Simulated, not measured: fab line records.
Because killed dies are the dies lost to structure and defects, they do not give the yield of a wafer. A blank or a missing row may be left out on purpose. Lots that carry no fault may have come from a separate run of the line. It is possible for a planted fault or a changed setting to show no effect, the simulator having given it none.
fab line records	flow gf180mcu
record lots=5	wafers=15	last_day=33
route steps=602 shown CONTACT@296 M1@315
lots with no fault: from the same line, run without faults
start_h: the number of hours between the record's first day and the start of the first shown wafer of the lot	wait_h: hours since the lot's step before	" same as the row above	L1.1+2: a row that stands for several wafers	- no value, or no start given	* or withheld: withheld	< > ~ a bound
route shown NAME@n: NAME is a module with steps in the file, n the number in the route of the first one	usual: mean and standard deviation over wafers with no fault	same: alike in all rows	chamber/n: place in a boat	sites: readings site by site	_std_site: standard deviation of those values	_edge_site: outer sites' mean less inner sites'	radius_mm: for every site, how far away it sits from the centre of the wafer	mask NAME#n: copy n	behind: tool/chamber where the wafer was last shaped	hold: reason for holding the lot/hours on hold/outcome of the hold	device: whichever transistor did not switch (one of n, p or np)	end of line: the route-end tests of the same wafers	a step with no rows: only its recipe	killed: the dies lost at the first sort to structure and to defects; this is not the yield of the wafer	map: a wafer's dies, marking killed ones x, the rest . and places with no die _
set.NAME: setting as actually run; set.NAME@STEP: the setting as run at that earlier step	model.NAME: the simulator's own value behind a step, which no gauge read
lots at some steps of the route; a table a step, a row a wafer
services: when a tool's chamber went out of use (start_h, in hours from the record's first day, below 0 if earlier), for how many hours, and the reason
## steps
# step GF_CONTACT_COAT_09
# recipe resist=KrF	spin_rpm=withheld	resist_thk_nm=1000
# usual exhaust_pa=44.9/0.8
lot.wafer	tool	chamber	start_h	wait_h	exhaust_pa
L076.2	litho_track-02	0	-	-	43.9
L076.5	"	0	"	"	44.3
L076.6	"	0	"	"	44.8
L077.1	litho_track-01	0	-	-	44.5
L077.2	"	0	"	"	45.5
L077.3	"	0	"	"	44.2
L085.1	litho_track-04	0	-	-	44.5
L085.2	"	0	"	"	45.3
L085.3	"	0	"	"	45.3
L084.1	litho_track-04	0	-	-	44.6
L084.3	"	0	"	"	42.8
L084.4	"	0	"	"	43.9
L092.3	litho_track-02	0	-	-	45.1
L092.4	"	0	"	"	44.5
L092.5	"	0	"	"	44.0
# step GF_CONTACT_SOFTBAKE_10
# recipe temp_c=130	time_s=60	resist=KrF
# usual exhaust_pa=45.0/0.94
lot.wafer	tool	chamber	start_h	wait_h	exhaust_pa
L076.2	litho_track-02	0	-	-	45.4
L076.5	"	0	"	"	45.3
L076.6	"	0	"	"	45.8
L077.1	litho_track-01	0	-	-	47.0
L077.2	"	0	"	"	46.3
L077.3	"	0	"	"	46.0
L085.1	litho_track-04	0	-	-	45.4
L085.2	"	0	"	"	44.6
L085.3	"	0	"	"	44.8
L084.1	litho_track-04	0	-	-	42.7
L084.3	"	0	"	"	44.9
L084.4	"	0	"	"	43.8
L092.3	litho_track-02	0	-	-	46.0
L092.4	"	0	"	"	45.0
L092.5	"	0	"	"	43.8
# step GF_CONTACT_EXPOSE_11
# recipe mask_id=Contact	target_cd_nm=220	na=0.68	source_shape=conventional	sigma_outer=0.6	dose_mj=38
# usual focus_offset_nm=-0.1/0.53
lot.wafer	tool	chamber	start_h	wait_h	mask	focus_offset_nm
L076.2	krf_scanner-02	0	-	-	Contact#0	-0.8
L076.5	"	0	"	"	Contact#0	0.5
L076.6	"	0	"	"	Contact#0	0.6
L077.1	krf_scanner-01	0	-	-	Contact#0	0.3
L077.2	"	0	"	"	Contact#0	0.4
L077.3	"	0	"	"	Contact#0	-0.4
L085.1	krf_scanner-01	0	-	-	Contact#0	-0.8
L085.2	"	0	"	"	Contact#0	-1.1
L085.3	"	0	"	"	Contact#0	-0.6
L084.1	krf_scanner-02	0	-	-	Contact#0	-0.5
L084.3	"	0	"	"	Contact#0	-0.7
L084.4	"	0	"	"	Contact#0	-0.3
L092.3	krf_scanner-02	0	-	-	Contact#0	-0.5
L092.4	"	0	"	"	Contact#0	0.4
L092.5	"	0	"	"	Contact#0	0.3
# step GF_CONTACT_PEB_12
# recipe peb_temp_c=135	peb_time_s=90	resist=KrF
# usual exhaust_pa=45.0/0.94
lot.wafer	tool	chamber	start_h	wait_h	exhaust_pa
L076.2	litho_track-04	0	-	-	44.2
L076.5	"	0	"	"	45.6
L076.6	"	0	"	"	43.8
L077.1	litho_track-01	0	-	-	46.3
L077.2	"	0	"	"	44.3
L077.3	"	0	"	"	44.6
L085.1	litho_track-01	0	-	-	44.5
L085.2	"	0	"	"	44.5
L085.3	"	0	"	"	45.4
L084.1	litho_track-04	0	-	-	44.5
L084.3	"	0	"	"	46.7
L084.4	"	0	"	"	45.6
L092.3	litho_track-01	0	-	-	46.5
L092.4	"	0	"	"	46.6
L092.5	"	0	"	"	44.4
# step GF_CONTACT_DEVELOP_13
# recipe develop_time_s=60	resist=KrF	dev_temp_c=21
# usual exhaust_pa=45.0/0.92
lot.wafer	tool	chamber	start_h	wait_h	exhaust_pa
L076.2	litho_track-04	0	376.97	0.2	45.4
L076.5	"	0	"	"	46.6
L076.6	"	0	"	"	46.0
L077.1	litho_track-01	0	381.33	0.2	44.6
L077.2	"	0	"	"	45.8
L077.3	"	0	"	"	44.4
L085.1	litho_track-01	0	461.12	0.2	46.3
L085.2	"	0	"	"	45.0
L085.3	"	0	"	"	45.9
L084.1	litho_track-04	0	467.24	0.2	44.9
L084.3	"	0	"	"	46.5
L084.4	"	0	"	"	45.5
L092.3	litho_track-01	0	515.82	0.1	44.6
L092.4	"	0	"	"	45.0
L092.5	"	0	"	"	44.3
# step GF_CONTACT_CD_MEAS_14
# recipe target_cd_nm=220
# usual cd_nm=220.4/1.2
lot.wafer	tool	chamber	start_h	wait_h	cd_nm
L076.2	cd_sem-01	-	377.11	0.1	220.0
L076.5	"	-	"	"	219.0
L076.6	"	-	"	"	218.8
L077.1	cd_sem-02	-	381.48	0.1	220.6
L077.2	"	-	"	"	220.5
L077.3	"	-	"	"	219.3
L085.1	cd_sem-01	-	461.27	0.1	219.5
L085.2	"	-	"	"	219.6
L085.3	"	-	"	"	218.5
L084.1	cd_sem-02	-	467.39	0.1	221.4
L084.3	"	-	"	"	221.3
L084.4	"	-	"	"	221.7
L092.3	cd_sem-02	-	515.96	0.1	221.1
L092.4	"	-	"	"	221.4
L092.5	"	-	"	"	221.5
# step GF_CONTACT_OVL_MEAS_15
# usual CONTACT_OVL=-1/6.3
lot.wafer	tool	chamber	start_h	wait_h	CONTACT_OVL[nm]
L076.2	overlay-01	-	377.22	0.1	4
L076.5	"	-	"	"	7
L076.6	"	-	"	"	3
L077.1	overlay-01	-	381.60	0.1	-2
L077.2	"	-	"	"	7
L077.3	"	-	"	"	4
L085.1	overlay-02	-	461.39	0.1	5
L085.2	"	-	"	"	-10
L085.3	"	-	"	"	8
L084.1	overlay-02	-	467.51	0.1	-10
L084.3	"	-	"	"	-9
L084.4	"	-	"	"	3
L092.3	overlay-02	-	516.06	0.1	-9
L092.4	"	-	"	"	-1
L092.5	"	-	"	"	-5
# step GF_CONTACT_ETCH_16
# recipe chemistry=N2/H2	target_depth_a=withheld	overetch_a=withheld	time_s=withheld	target=BARC	ion_energy_ev=200	source_w=500	bias_w=100	pressure_mtorr=30	n2_flow_sccm=100	h2_flow_sccm=200
# usual drypump_motor_current_A=5.6/0.6	oes_product_au=0.854/0.0043	throttle_valve_pct=13.224/0.0087
lot.wafer	tool	chamber	start_h	wait_h	drypump_motor_current_A	oes_product_au	throttle_valve_pct
L076.2	rie_diel-01	3	377.25	0.0	5.3	0.851	13.235
L076.5	"	3	"	"	5.3	0.855	13.234
L076.6	"	2	"	"	6.7	0.842	13.224
L077.1	rie_diel-01	0	381.63	0.0	6.1	0.848	13.222
L077.2	"	3	"	"	5.4	0.855	13.218
L077.3	"	2	"	"	6.6	0.856	13.234
L085.1	rie_diel-04	2	461.43	0.0	6.2	0.859	13.217
L085.2	"	0	"	"	5.4	0.857	13.220
L085.3	"	3	"	"	5.0	0.855	13.209
L084.1	rie_diel-01	3	467.55	0.0	5.3	0.855	13.233
L084.3	"	1	"	"	5.8	0.855	13.237
L084.4	"	0	"	"	6.1	0.850	13.223
L092.3	rie_diel-03	0	516.08	0.0	5.1	0.859	13.222
L092.4	"	2	"	"	5.1	0.853	13.230
L092.5	"	0	"	"	5.1	0.846	13.226
# step GF_CONTACT_ETCH_17
# recipe chemistry=C4F8/O2/Ar	mask_material=KrF	target=SiO2	stop_on=CoSi2	source_w=1500	bias_w=1200	pressure_mtorr=40	c4f8_flow_sccm=withheld	O2_flow_sccm=6	Ar_flow_sccm=300	time_s=withheld	target_depth_a=8600
# usual oes_product_au=0.814/0.0046
lot.wafer	tool	chamber	start_h	wait_h	oes_product_au
L076.2	rie_diel-01	3	-	-	0.812
L076.5	"	3	"	"	0.812
L076.6	"	2	"	"	0.820
L077.1	rie_diel-01	0	-	-	0.816
L077.2	"	3	"	"	0.819
L077.3	"	2	"	"	0.818
L085.1	rie_diel-04	2	-	-	0.815
L085.2	"	0	"	"	0.811
L085.3	"	3	"	"	0.817
L084.1	rie_diel-01	3	-	-	0.804
L084.3	"	1	"	"	0.816
L084.4	"	0	"	"	0.818
L092.3	rie_diel-03	0	-	-	0.812
L092.4	"	2	"	"	0.814
L092.5	"	0	"	"	0.806
# step GF_CONTACT_STRIP_18
# recipe chemistry=O2/N2	power_w=1400	pressure_mtorr=1500	platen_temp_c=250	o2_flow_sccm=3000	n2_flow_sccm=300	overash_fraction=0.5
# usual drypump_motor_current_A=5.8/0.51	heater_power_w=325/20	o2_flow_sccm=3001/9	oes_product_au=0.579/0.0052
lot.wafer	tool	chamber	start_h	wait_h	drypump_motor_current_A	heater_power_w	o2_flow_sccm	oes_product_au	rf_hours_counter_h
L076.2	plasma_asher-04	1	377.41	-	5.4	315	3004	0.578	26
L076.5	"	1	"	"	5.4	320	2998	0.578	-
L076.6	"	0	"	"	5.5	303	3002	0.572	-
L077.1	plasma_asher-04	1	381.80	-	5.4	321	2980	0.572	26
L077.2	"	0	"	"	5.5	305	2997	0.571	26
L077.3	"	1	"	"	5.4	312	2997	0.581	-
L085.1	plasma_asher-03	0	461.59	-	5.7	317	3003	0.582	66
L085.2	"	1	"	"	6.8	348	3004	0.574	66
L085.3	"	1	"	"	6.8	361	3001	0.574	-
L084.1	plasma_asher-04	1	467.71	-	5.4	312	3009	0.575	35
L084.3	"	1	"	"	5.4	318	3005	0.580	-
L084.4	"	0	"	"	5.5	308	2982	0.576	-
L092.3	plasma_asher-03	1	516.28	-	6.8	358	2995	0.570	-
L092.4	"	0	"	"	5.7	305	3000	0.583	-
L092.5	"	0	"	"	5.8	305	2992	0.579	-
# step GF_CONTACT_CLEAN_19
# recipe chemistry=SPM
lot.wafer	tool	chamber	start_h	wait_h
L076.2+5+6	wet_bench-02	1	377.51	0.1
L077.1+2+3	wet_bench-03	3	381.90	0.1
L085.1+2+3	wet_bench-03	3	461.69	0.1
L084.1+3+4	wet_bench-02	3	467.81	0.1
L092.3+4+5	wet_bench-03	1	516.34	0.0
# step GF_CONTACT_CLEAN_20
# recipe chemistry=DIW
lot.wafer	tool	chamber	start_h	wait_h
L076.2+5+6	wet_bench-03	0	377.60	0.0
L077.1+2+3	wet_bench-04	1	381.99	0.0
L085.1+2+3	wet_bench-02	2	461.79	0.0
L084.1+3+4	wet_bench-04	2	467.90	0.0
L092.3+4+5	wet_bench-02	3	516.43	0.0
# step GF_CONTACT_CLEAN_21
# recipe chemistry=dHF	time_s=20	dilution=100:1	dry=ipa_marangoni
lot.wafer	tool	chamber	start_h	wait_h
L076.2+5+6	wet_bench-02	2	377.70	0.0
L077.1+2+3	wet_bench-02	0	382.08	0.0
L085.1+2+3	wet_bench-04	3	461.88	0.0
L084.1+3+4	wet_bench-03	0	468.00	0.0
L092.3+4+5	wet_bench-03	2	516.54	0.0
# step GF_CONTACT_SPUTTER_22
# recipe material=Ti	target_thk_nm=15	chamber_pressure_pa=5	power_w=2500	substrate_temp_c=200	time_s=80.02
# usual throttle_valve_pct=30.3/1.4
lot.wafer	tool	chamber	start_h	wait_h	throttle_valve_pct
L076.2	pvd_sputter-02	-	377.71	0.0	29.8
L076.5	"	-	"	"	30.0
L076.6	"	-	"	"	27.5
L077.1	pvd_sputter-03	-	382.09	0.0	31.0
L077.2	"	-	"	"	30.3
L077.3	"	-	"	"	29.0
L085.1	pvd_sputter-02	-	461.89	0.0	29.8
L085.2	"	-	"	"	31.6
L085.3	"	-	"	"	27.3
L084.1	pvd_sputter-02	-	468.03	0.0	29.8
L084.3	"	-	"	"	31.7
L084.4	"	-	"	"	31.7
L092.3	pvd_sputter-02	-	516.56	0.0	29.6
L092.4	"	-	"	"	27.3
L092.5	"	-	"	"	31.6
# step GF_CONTACT_SPUTTER_23
# recipe material=TiN	target_thk_nm=10	chamber_pressure_pa=5	power_w=4000	time_s=40
# usual throttle_valve_pct=30.3/1.4
lot.wafer	tool	chamber	start_h	wait_h	throttle_valve_pct
L076.2	pvd_sputter-02	-	377.77	0.0	29.6
L076.5	"	-	"	"	29.8
L076.6	"	-	"	"	27.3
L077.1	pvd_sputter-03	-	382.15	0.0	30.9
L077.2	"	-	"	"	30.6
L077.3	"	-	"	"	29.1
L085.1	pvd_sputter-02	-	461.95	0.0	29.6
L085.2	"	-	"	"	31.8
L085.3	"	-	"	"	27.3
L084.1	pvd_sputter-02	-	468.09	0.0	29.8
L084.3	"	-	"	"	31.6
L084.4	"	-	"	"	31.2
L092.3	pvd_sputter-02	-	516.62	0.0	30.0
L092.4	"	-	"	"	27.4
L092.5	"	-	"	"	31.7
# step GF_CONTACT_CVD_24
# recipe material=W	target_thk_nm=300	time_s=90.339	temp_c=400	pressure_torr=40
# usual heater_power_w=890/80
lot.wafer	tool	chamber	start_h	wait_h	heater_power_w
L076.2	cvd_w-02	0	377.81	0.0	901
L076.5	"	1	"	"	1000
L076.6	"	0	"	"	895
L077.1	cvd_w-02	0	382.19	0.0	911
L077.2	"	1	"	"	997
L077.3	"	0	"	"	908
L085.1	cvd_w-01	0	461.99	0.0	810
L085.2	"	1	"	"	829
L085.3	"	1	"	"	846
L084.1	cvd_w-01	1	468.13	0.0	837
L084.3	"	1	"	"	838
L084.4	"	0	"	"	810
L092.3	cvd_w-01	0	516.72	0.1	815
L092.4	"	0	"	"	813
L092.5	"	0	"	"	802
# step GF_CONTACT_RS_MEAS_25
# recipe thk_meas_gauge=four-point-probe	reads=W_of_CONTACT_CVD_24+TiN_of_CONTACT_SPUTTER_23+Ti_of_CONTACT_SPUTTER_22
# usual CONTACT_W_RS=0.383/0.0046
lot.wafer	tool	chamber	start_h	wait_h	CONTACT_W_RS[ohm/sq]
L076.2	film_metro-03	-	377.93	0.1	0.377
L076.5	"	-	"	"	0.381
L076.6	"	-	"	"	0.378
L077.1	film_metro-01	-	382.29	0.1	0.373
L077.2	"	-	"	"	0.382
L077.3	"	-	"	"	0.382
L085.1	film_metro-01	-	462.09	0.1	0.384
L085.2	"	-	"	"	0.387
L085.3	"	-	"	"	0.384
L084.1	film_metro-03	-	468.23	0.1	0.390
L084.3	"	-	"	"	0.392
L084.4	"	-	"	"	0.391
L092.3	film_metro-03	-	516.90	0.1	0.387
L092.4	"	-	"	"	0.381
L092.5	"	-	"	"	0.381
# step GF_CONTACT_THK_MEAS_26
# recipe thk_meas_gauge=xrf	reads=W_of_CONTACT_CVD_24
# usual CONTACT_W_THK=304/5.2
lot.wafer	tool	chamber	start_h	wait_h	CONTACT_W_THK[nm]
L076.2	film_metro-03	-	378.04	0.1	313
L076.5	"	-	"	"	309
L076.6	"	-	"	"	311
L077.1	film_metro-01	-	382.41	0.1	306
L077.2	"	-	"	"	299
L077.3	"	-	"	"	299
L085.1	film_metro-01	-	462.21	0.1	300
L085.2	"	-	"	"	295
L085.3	"	-	"	"	299
L084.1	film_metro-03	-	468.35	0.1	303
L084.3	"	-	"	"	302
L084.4	"	-	"	"	301
L092.3	film_metro-03	-	517.00	0.1	305
L092.4	"	-	"	"	309
L092.5	"	-	"	"	310
# step GF_CONTACT_CMP_27
# recipe stop_on=SiO2	down_force_psi=3.5	platen_rpm=60	t_overpolish_s=15	target_thk_nm=0	pad_velocity_m_s=0.94248
# usual motor_current_A=11.4/1	overpolish_run_s=15.001/0.0088	slurry_filter_dp_kPa=13.50/0.13	time_to_endpoint_s=73/3.2
lot.wafer	tool	chamber	start_h	wait_h	motor_current_A	overpolish_run_s	slurry_filter_dp_kPa	time_to_endpoint_s
L076.2	cmp-02	2	378.82	0.8	11.9	15.001	13.52	72
L076.5	"	2	"	"	10.8	15.003	13.30	71
L076.6	"	3	"	"	12.3	14.999	13.56	73
L077.1	cmp-02	2	382.56	0.1	11.2	15.001	13.52	75
L077.2	"	3	"	"	13.1	14.996	13.34	77
L077.3	"	0	"	"	11.9	14.995	13.42	78
L085.1	cmp-02	2	462.27	0.1	11.0	14.997	13.41	72
L085.3	"	3	"	"	12.6	14.997	13.46	71
L085.2	"	0	"	"	12.1	15.003	13.65	75
L084.3	cmp-02	0	468.41	0.0	12.4	14.997	13.25	72
L084.1	"	2	"	"	11.7	15.004	13.60	69
L084.4	"	3	"	"	11.9	15.007	13.55	73
L092.4	cmp-02	1	517.09	0.1	10.4	15.000	13.40	75
L092.3	"	2	"	"	10.7	15.015	13.64	69
L092.5	"	1	"	"	10.9	15.006	13.43	75
# step GF_M1_SPUTTER_00
# recipe material=Ti	target_thk_nm=37.5	arriving_ion_energy_ev=80	substrate_temp_c=200	chamber_pressure_pa=2	power_w=4000	time_s=150
# usual throttle_valve_pct=30.4/1.3
lot.wafer	tool	chamber	start_h	wait_h	throttle_valve_pct
L076.2	pvd_sputter-04	-	379.12	0.2	31.6
L076.5	"	-	"	"	30.0
L076.6	"	-	"	"	31.6
L077.1	pvd_sputter-04	-	382.81	0.2	31.6
L077.2	"	-	"	"	30.4
L077.3	"	-	"	"	29.4
L085.1	pvd_sputter-02	-	462.57	0.2	31.4
L085.2	"	-	"	"	27.1
L085.3	"	-	"	"	29.8
L084.1	pvd_sputter-03	-	468.71	0.1	30.9
L084.3	"	-	"	"	30.6
L084.4	"	-	"	"	28.9
L092.3	pvd_sputter-02	-	517.34	0.1	27.1
L092.4	"	-	"	"	31.4
L092.5	"	-	"	"	30.0
# step GF_M1_SPUTTER_01
# recipe material=TiN	target_thk_nm=30	power_w=6500	time_s=25	chamber_pressure_pa=0.4
# usual throttle_valve_pct=30.4/1.3
lot.wafer	tool	chamber	start_h	wait_h	throttle_valve_pct
L076.2	pvd_sputter-04	-	379.22	0.1	31.5
L076.5	"	-	"	"	30.3
L076.6	"	-	"	"	31.8
L077.1	pvd_sputter-04	-	382.91	0.1	31.8
L077.2	"	-	"	"	30.5
L077.3	"	-	"	"	29.5
L085.1	pvd_sputter-02	-	462.67	0.1	31.3
L085.2	"	-	"	"	27.3
L085.3	"	-	"	"	30.0
L084.1	pvd_sputter-03	-	468.81	0.1	31.2
L084.3	"	-	"	"	30.7
L084.4	"	-	"	"	29.1
L092.3	pvd_sputter-02	-	517.44	0.1	27.3
L092.4	"	-	"	"	31.5
L092.5	"	-	"	"	29.8
# step GF_M1_SPUTTER_02
# recipe material=AlCu	target_thk_nm=450	power_w=10600	time_s=23.9	chamber_pressure_pa=0.4
# usual throttle_valve_pct=30.3/1.3
lot.wafer	tool	chamber	start_h	wait_h	throttle_valve_pct
L076.2	pvd_sputter-04	-	379.25	0.0	31.7
L076.5	"	-	"	"	30.5
L076.6	"	-	"	"	31.7
L077.1	pvd_sputter-04	-	382.94	0.0	31.7
L077.2	"	-	"	"	30.4
L077.3	"	-	"	"	29.4
L085.1	pvd_sputter-02	-	462.70	0.0	31.3
L085.2	"	-	"	"	27.1
L085.3	"	-	"	"	29.7
L084.1	pvd_sputter-03	-	468.84	0.0	30.9
L084.3	"	-	"	"	30.6
L084.4	"	-	"	"	29.0
L092.3	pvd_sputter-02	-	517.47	0.0	27.3
L092.4	"	-	"	"	31.8
L092.5	"	-	"	"	30.1
# step GF_M1_SPUTTER_03
# recipe material=Ti	target_thk_nm=10	substrate_temp_c=300	chamber_pressure_pa=0.3	power_w=3000	time_s=6.7
# usual throttle_valve_pct=30.4/1.2
lot.wafer	tool	chamber	start_h	wait_h	throttle_valve_pct
L076.2	pvd_sputter-04	-	379.28	0.0	31.7
L076.5	"	-	"	"	30.5
L076.6	"	-	"	"	31.6
L077.1	pvd_sputter-04	-	382.97	0.0	31.4
L077.2	"	-	"	"	30.4
L077.3	"	-	"	"	29.6
L085.1	pvd_sputter-02	-	462.73	0.0	31.6
L085.2	"	-	"	"	27.2
L085.3	"	-	"	"	29.8
L084.1	pvd_sputter-03	-	468.87	0.0	31.2
L084.3	"	-	"	"	30.6
L084.4	"	-	"	"	29.2
L092.3	pvd_sputter-02	-	517.50	0.0	27.6
L092.4	"	-	"	"	31.5
L092.5	"	-	"	"	29.6
# step GF_M1_SPUTTER_04
# recipe material=TiN	target_thk_nm=50	power_w=6594	time_s=41.7	chamber_pressure_pa=0.4
# usual throttle_valve_pct=30.4/1.3
lot.wafer	tool	chamber	start_h	wait_h	throttle_valve_pct
L076.2	pvd_sputter-04	-	379.30	0.0	31.6
L076.5	"	-	"	"	30.2
L076.6	"	-	"	"	31.5
L077.1	pvd_sputter-04	-	382.99	0.0	31.8
L077.2	"	-	"	"	30.2
L077.3	"	-	"	"	29.7
L085.1	pvd_sputter-02	-	462.75	0.0	31.7
L085.2	"	-	"	"	27.4
L085.3	"	-	"	"	29.5
L084.1	pvd_sputter-03	-	468.89	0.0	31.0
L084.3	"	-	"	"	30.6
L084.4	"	-	"	"	29.1
L092.3	pvd_sputter-02	-	517.52	0.0	27.5
L092.4	"	-	"	"	31.6
L092.5	"	-	"	"	29.6
# step GF_M1_RS_MEAS_05
# recipe thk_meas_gauge=four-point-probe	reads=TiN_of_M1_SPUTTER_04+Ti_of_M1_SPUTTER_03+AlCu_of_M1_SPUTTER_02+TiN_of_M1_SPUTTER_01+Ti_of_M1_SPUTTER_00
# usual M1_ALCU_RS=0.0698/0.00077
lot.wafer	tool	chamber	start_h	wait_h	M1_ALCU_RS[ohm/sq]
L076.2	film_metro-04	-	379.36	0.0	0.0703
L076.5	"	-	"	"	0.0696
L076.6	"	-	"	"	0.0709
L077.1	film_metro-04	-	383.03	0.0	0.0707
L077.2	"	-	"	"	0.0711
L077.3	"	-	"	"	0.0698
L085.1	film_metro-03	-	462.79	0.0	0.0702
L085.2	"	-	"	"	0.0695
L085.3	"	-	"	"	0.0704
L084.1	film_metro-04	-	468.93	0.0	0.0704
L084.3	"	-	"	"	0.0700
L084.4	"	-	"	"	0.0707
L092.3	film_metro-01	-	517.60	0.1	0.0687
L092.4	"	-	"	"	0.0698
L092.5	"	-	"	"	0.0697
# step GF_M1_THK_MEAS_06
# recipe thk_meas_gauge=xrf	reads=AlCu_of_M1_SPUTTER_02
# usual M1_ALCU_THK=451/5.7
lot.wafer	tool	chamber	start_h	wait_h	M1_ALCU_THK[nm]
L076.2	film_metro-04	-	379.47	0.1	446
L076.5	"	-	"	"	448
L076.6	"	-	"	"	443
L077.1	film_metro-04	-	383.15	0.1	442
L077.2	"	-	"	"	441
L077.3	"	-	"	"	449
L085.1	film_metro-03	-	462.91	0.1	451
L085.2	"	-	"	"	455
L085.3	"	-	"	"	447
L084.1	film_metro-04	-	469.05	0.1	445
L084.3	"	-	"	"	452
L084.4	"	-	"	"	445
L092.3	film_metro-01	-	517.70	0.1	459
L092.4	"	-	"	"	453
L092.5	"	-	"	"	454
# step GF_M1_DEHYDRATE_07
# recipe temp_c=200	time_s=60
# usual exhaust_pa=45.2/0.85
lot.wafer	tool	chamber	start_h	wait_h	exhaust_pa
L076.2	litho_track-01	0	389.80	10.3	44.1
L076.5	"	0	"	"	44.5
L076.6	"	0	"	"	44.0
L077.1	litho_track-03	0	394.04	10.9	45.9
L077.2	"	0	"	"	45.4
L077.3	"	0	"	"	45.8
L085.1	litho_track-03	0	474.89	12.0	43.6
L085.2	"	0	"	"	43.8
L085.3	"	0	"	"	45.5
L084.1	litho_track-04	0	480.74	11.7	44.2
L084.3	"	0	"	"	43.6
L084.4	"	0	"	"	44.0
L092.3	litho_track-01	0	528.47	10.8	45.3
L092.4	"	0	"	"	45.5
L092.5	"	0	"	"	44.1
# step GF_M1_HMDS_08
# recipe prime_time_s=60	prime_temp_c=120
# usual exhaust_pa=44.8/0.98
lot.wafer	tool	chamber	start_h	wait_h	exhaust_pa
L076.2	litho_track-01	0	389.95	0.1	44.9
L076.5	"	0	"	"	46.3
L076.6	"	0	"	"	44.8
L077.1	litho_track-03	0	394.19	0.1	44.9
L077.2	"	0	"	"	44.8
L077.3	"	0	"	"	45.2
L085.1	litho_track-03	0	475.04	0.1	46.5
L085.2	"	0	"	"	47.2
L085.3	"	0	"	"	46.0
L084.1	litho_track-04	0	480.89	0.1	46.9
L084.3	"	0	"	"	45.9
L084.4	"	0	"	"	45.2
L092.3	litho_track-01	0	528.62	0.1	45.4
L092.4	"	0	"	"	45.1
L092.5	"	0	"	"	45.8
# step GF_M1_COAT_09
# recipe resist=KrF	spin_rpm=withheld	resist_thk_nm=1000
# usual exhaust_pa=44.9/0.82
lot.wafer	tool	chamber	start_h	wait_h	exhaust_pa
L076.2	litho_track-01	0	390.10	0.1	43.9
L076.5	"	0	"	"	43.4
L076.6	"	0	"	"	44.0
L077.1	litho_track-03	0	394.34	0.1	43.7
L077.2	"	0	"	"	45.1
L077.3	"	0	"	"	44.3
L085.1	litho_track-03	0	475.19	0.1	44.7
L085.2	"	0	"	"	45.4
L085.3	"	0	"	"	46.4
L084.1	litho_track-04	0	481.04	0.1	46.4
L084.3	"	0	"	"	45.3
L084.4	"	0	"	"	45.4
L092.3	litho_track-01	0	528.77	0.1	44.7
L092.4	"	0	"	"	45.4
L092.5	"	0	"	"	45.2
# step GF_M1_SOFTBAKE_10
# recipe temp_c=130	time_s=60	resist=KrF
# usual exhaust_pa=44.9/0.98
lot.wafer	tool	chamber	start_h	wait_h	exhaust_pa
L076.2	litho_track-01	0	390.25	0.1	45.1
L076.5	"	0	"	"	45.4
L076.6	"	0	"	"	44.9
L077.1	litho_track-03	0	394.49	0.1	45.4
L077.2	"	0	"	"	45.8
L077.3	"	0	"	"	45.4
L085.1	litho_track-03	0	475.34	0.1	44.2
L085.2	"	0	"	"	43.5
L085.3	"	0	"	"	43.7
L084.1	litho_track-04	0	481.19	0.1	44.9
L084.3	"	0	"	"	45.6
L084.4	"	0	"	"	43.3
L092.3	litho_track-01	0	528.92	0.1	45.6
L092.4	"	0	"	"	45.3
L092.5	"	0	"	"	44.1
# step GF_M1_EXPOSE_11
# recipe mask_id=Metal1	target_cd_nm=230	na=0.68	source_shape=conventional	sigma_outer=0.6	dose_mj=28
# usual focus_offset_nm=0.0/0.52
lot.wafer	tool	chamber	start_h	wait_h	mask	focus_offset_nm
L076.2	krf_scanner-01	0	-	-	Metal1#0	-0.3
L076.5	"	0	"	"	Metal1#0	0.3
L076.6	"	0	"	"	Metal1#0	-1.2
L077.1	krf_scanner-02	0	-	-	Metal1#0	-0.2
L077.2	"	0	"	"	Metal1#0	-0.3
L077.3	"	0	"	"	Metal1#0	-0.2
L085.1	krf_scanner-01	0	-	-	Metal1#0	0.4
L085.2	"	0	"	"	Metal1#0	0.8
L085.3	"	0	"	"	Metal1#0	0.1
L084.1	krf_scanner-02	0	-	-	Metal1#0	-0.2
L084.3	"	0	"	"	Metal1#0	-0.1
L084.4	"	0	"	"	Metal1#0	-0.1
L092.3	krf_scanner-01	0	-	-	Metal1#0	0.2
L092.4	"	0	"	"	Metal1#0	0.1
L092.5	"	0	"	"	Metal1#0	-0.3
# step GF_M1_PEB_12
# recipe peb_temp_c=135	peb_time_s=90	resist=KrF
# usual exhaust_pa=45.2/0.9
lot.wafer	tool	chamber	start_h	wait_h	exhaust_pa
L076.2	litho_track-01	0	-	-	46.5
L076.5	"	0	"	"	45.2
L076.6	"	0	"	"	45.7
L077.1	litho_track-01	0	-	-	45.4
L077.2	"	0	"	"	45.3
L077.3	"	0	"	"	45.4
L085.1	litho_track-03	0	-	-	44.6
L085.2	"	0	"	"	44.2
L085.3	"	0	"	"	43.7
L084.1	litho_track-01	0	-	-	43.3
L084.3	"	0	"	"	43.8
L084.4	"	0	"	"	45.2
L092.3	litho_track-03	0	-	-	44.1
L092.4	"	0	"	"	44.8
L092.5	"	0	"	"	42.9
## services
tool	chamber	start_h	hours	kind
krf_scanner-02	-	343.23	1.0	pm
krf_scanner-02	-	345.19	0.8	pm
krf_scanner-02	-	345.94	1.3	pm
krf_scanner-02	-	351.37	0.7	repair
krf_scanner-01	-	373.67	2.5	repair
krf_scanner-01	-	385.33	0.8	pm
rie_diel-01	-	387.41	1.0	repair
krf_scanner-01	-	391.27	3.6	pm
cmp-02	-	404.09	4.0	pm
cmp-02	-	419.42	0.7	repair
wet_bench-03	-	422.27	4.4	pm
cmp-02	-	423.89	0.8	repair
pvd_sputter-03	-	442.39	1.3	repair
krf_scanner-02	-	456.69	0.2	repair
pvd_sputter-03	-	462.42	2.6	repair
krf_scanner-02	-	464.17	0.7	repair
cmp-02	-	467.31	0.3	repair
krf_scanner-01	-	506.45	1.0	pm
krf_scanner-02	-	512.23	1.0	pm
krf_scanner-02	-	513.90	0.8	pm
pvd_sputter-04	-	515.84	4.2	repair
krf_scanner-01	-	517.18	1.3	pm
pvd_sputter-02	-	517.58	5.1	repair
rie_diel-01	-	522.29	2.8	pm
## key
fault none
